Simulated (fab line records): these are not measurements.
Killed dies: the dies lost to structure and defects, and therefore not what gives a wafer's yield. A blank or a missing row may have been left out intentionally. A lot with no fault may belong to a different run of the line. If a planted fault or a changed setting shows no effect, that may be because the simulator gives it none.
A struck lot beside a sound one -- flow sfq-line -- 14 out of 325 route steps
Sound: wafers L422.1, L422.2, L422.4. Struck: wafer L418.4. (L418.3, L418.5 of the same lot were not struck and are left out.) The cause comes at the end.
For every step that has rows: the tool of each side, followed by ch and its chambers, followed by its first start. Under that, the readings that differ: sound wafers -- struck wafers -- difference of the means -- sigmas: that difference in standard deviations of wafers without a fault.
alike: readings whose means differ by less than 2 such deviations, and words and numbers that are the same on both sides. not compared: withheld readings, readings that some wafer has no value for, bounds like >300 that may hide the same value, and numbers for which the record gives no deviation and whose values overlap.
Wherever a step has rows on one side only, a row that says differs or no value, or a row with sigmas, the two part there. Non-overlapping numbers with no deviation appear without sigmas and do not part them. A reading missing from all wafers of one side parts the sides only when that side holds two or more wafers.

first, 1 step without rows for these wafers: SFQ_TRILAYER_M7_STRIP_SOLV_CLEAN_182 (cleans in NMP, time 600 s).
SFQ_TRILAYER_I7_DEP_PECVD_183: deposits SiO2 from SiH4/N2O, time 111.11 s, target thk 500 nm.
  sound on pecvd-03 ch 0,1,2, day 86 02:32; struck on pecvd-01 ch 1, day 80 14:51
  alike: heater-power-w, throttle-valve-pct
  not compared: since-wet-clean-h
SFQ_TRILAYER_I7_CMP_CMP_184: polishes SiO2.
  sound on cmp-01 ch 0,1,3, day 86 03:06; struck on cmp-01 ch 3, day 80 17:36
  alike: motor-current-A, time-to-endpoint-s
SFQ_I7_BOW_MEAS_946:
  struck on film-metro-03, day 80 19:08; sound on film-metro-04, day 86 05:36
  alike: I7_BOW
SFQ_TRILAYER_I7_METRO_MEASURE_185:
  struck on film-metro-03, day 80 19:37; sound on film-metro-04, day 86 05:43
  alike: thk-nm
then, 6 steps without rows for these wafers: SFQ_TRILAYER_I7_VIA_LITHO_COAT_192 (resist thk 62 nm); SFQ_TRILAYER_I7_VIA_LITHO_COAT_187 (resist thk 650 nm); SFQ_TRILAYER_I7_VIA_LITHO_SOFTBAKE_191; SFQ_TRILAYER_I7_VIA_LITHO_EXPOSE_188 (exposes mask I7, target cd 1000 nm); SFQ_TRILAYER_I7_VIA_LITHO_PEB_190 (peb time 60 s); SFQ_TRILAYER_I7_VIA_LITHO_DEVELOP_189 (time 60 s).
SFQ_I7_OVL_MEAS_947:
  struck on overlay-01, day 81 01:50; sound on overlay-02, day 89 15:10
  alike: I7_OVL
SFQ_TRILAYER_I7_VIA_BARC_OPEN_VIA_ETCH_260: etches BARC in O2, target depth 125 nm, time 41.7 s.
  sound on rie-diel-03 ch 0,1,3, day 89 15:13; struck on rie-diel-02 ch 2, day 81 01:51
reading,sound,struck,difference,sigmas
run-length-s (s),70.8 69.5 69.7,68.5,-1.5,-3
  alike: drypump-motor-current-A, oes-product-au
  not compared: rf-hours-counter-h
SFQ_TRILAYER_I7_VIA_ETCH_VIA_ETCH_190: etches SiO2 in CHF3, stops on Nb, target depth 260 nm.
  sound on rie-diel-03 ch 0,1,3, day 89 15:15; struck on rie-diel-02 ch 2, day 81 01:53
  alike: drypump-motor-current-A, oes-product-au

== WHERE THEY PART ==
At SFQ_TRILAYER_I7_VIA_BARC_OPEN_VIA_ETCH_260 and nowhere else, as far as this record goes. Later steps at which nothing parts them and some readings are alike: SFQ_TRILAYER_I7_VIA_ETCH_VIA_ETCH_190.

WHY: what had been put in by the simulator
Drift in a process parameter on rie-diel-02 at SFQ_TRILAYER_I7_VIA_BARC_OPEN_VIA_ETCH_260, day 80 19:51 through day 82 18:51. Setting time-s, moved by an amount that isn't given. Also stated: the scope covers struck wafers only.
